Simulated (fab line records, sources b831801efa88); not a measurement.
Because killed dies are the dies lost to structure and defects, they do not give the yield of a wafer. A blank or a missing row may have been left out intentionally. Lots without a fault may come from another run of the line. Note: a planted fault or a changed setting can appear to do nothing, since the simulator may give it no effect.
The same fault as seen by 2 desks :: flow gf180mcu :: numbers are kept per desk, each desk with only its own; the story behind them comes last

== DESK OF THE TOOL OWNER: implanter-03 ==
GF_PSD_IMPLANT_09, tool's own readings: per-lot mean of the sampled wafers with a number, covering each lot this tool ran. The brackets show how far a lot's mean lies from the usual mean; more than 4 standard deviations puts the lot out of limits, marked OUT.
Columns: A = beam on s at GF_PSD_IMPLANT_09, usual 9.98 s; B = faraday current uA at GF_PSD_IMPLANT_09, usual 8267
lot: L835
first seen here: day 14 00:31
A: 9.90
B: 8311

lot: L836
first seen here: day 14 14:38
A: 9.93
B: 8294

lot: L837
first seen here: day 14 22:55
A: 9.73
B: 8464

lot: L855
first seen here: day 21 01:24
A: 7.95 (-10) OUT
B: 10344 (+13) OUT

lot: L857
first seen here: day 21 23:22
A: 7.68 (-12) OUT
B: 10700 (+15) OUT
Finding of this desk: L855, L857 out of limits; the first was L855 at day 21 01:24, on beam on s at GF_PSD_IMPLANT_09. In limits: L835, L836, L837.

== METROLOGY DESK ==
Means of the sampled wafers that have a number, per lot and without regard to the tool the lot ran on: this is what the gauges read. The brackets show how far a lot's mean lies from the usual mean; more than 4 standard deviations puts the lot out of limits, marked OUT.
Columns: A = PSD_TW at GF_PSD_TW_MEAS_11, usual 3173; B = PSD_RS at GF_PSD_RS_MEAS_15, usual 108.67 ohm/sq; C = M1_OVL at GF_M1_OVL_MEAS_15, usual 0 nm
lot: L835
first seen here: day 14 00:43
A: 3162
B: 108.34
C: -4

lot: L836
first seen here: day 14 14:50
A: 3162
B: 108.55
C: 1

lot: L837
first seen here: day 14 23:09
A: 3182
B: 108.45
C: -6

lot: L839
first seen here: day 15 16:47
A: 3160
B: 108.41
C: -0

lot: L840
first seen here: day 15 22:01
A: 3168
B: 108.30
C: 11

lot: L841
first seen here: day 16 01:53
A: 3215
B: 108.60
C: -0

lot: L843
first seen here: day 16 23:06
A: 3148
B: 108.86
C: 10

lot: L844
first seen here: day 17 05:55
A: 3170
B: 108.79
C: 6

lot: L847
first seen here: day 18 10:54
A: 3155
B: 108.44
C: -6

lot: L855
first seen here: day 21 01:39
A: 3022 (-7.2) OUT
B: 121.36 (+45) OUT
C: 0

lot: L857
first seen here: day 21 23:37
A: 2989 (-8.8) OUT
B: 121.90 (+47) OUT
C: 7
This desk finds L855, L857 out of limits, with the earliest case on L855 at day 21 01:39 (PSD_TW at GF_PSD_TW_MEAS_11). In limits: L835, L836, L837, L839, L840, L841, L843, L844, L847.

== TAKEN TOGETHER ==
At day 21 01:24, on L855, L857, the tool owner's desk was in a position to raise an alarm.
An alarm was possible from the metrology desk at day 21 01:39, on L855, L857.
All the named lots went through GF_PSD_IMPLANT_09 on implanter-03.

== WHAT WAS PUT IN BY THE SIMULATOR ==
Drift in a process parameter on implanter-03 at GF_PSD_IMPLANT_09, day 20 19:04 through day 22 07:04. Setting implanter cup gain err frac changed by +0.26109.
Lots struck among those shown: L855, L857.
Counting hours from when the fault started, the first reading out of limits came at 6 for the tool owner's desk and at 7 for the metrology desk.
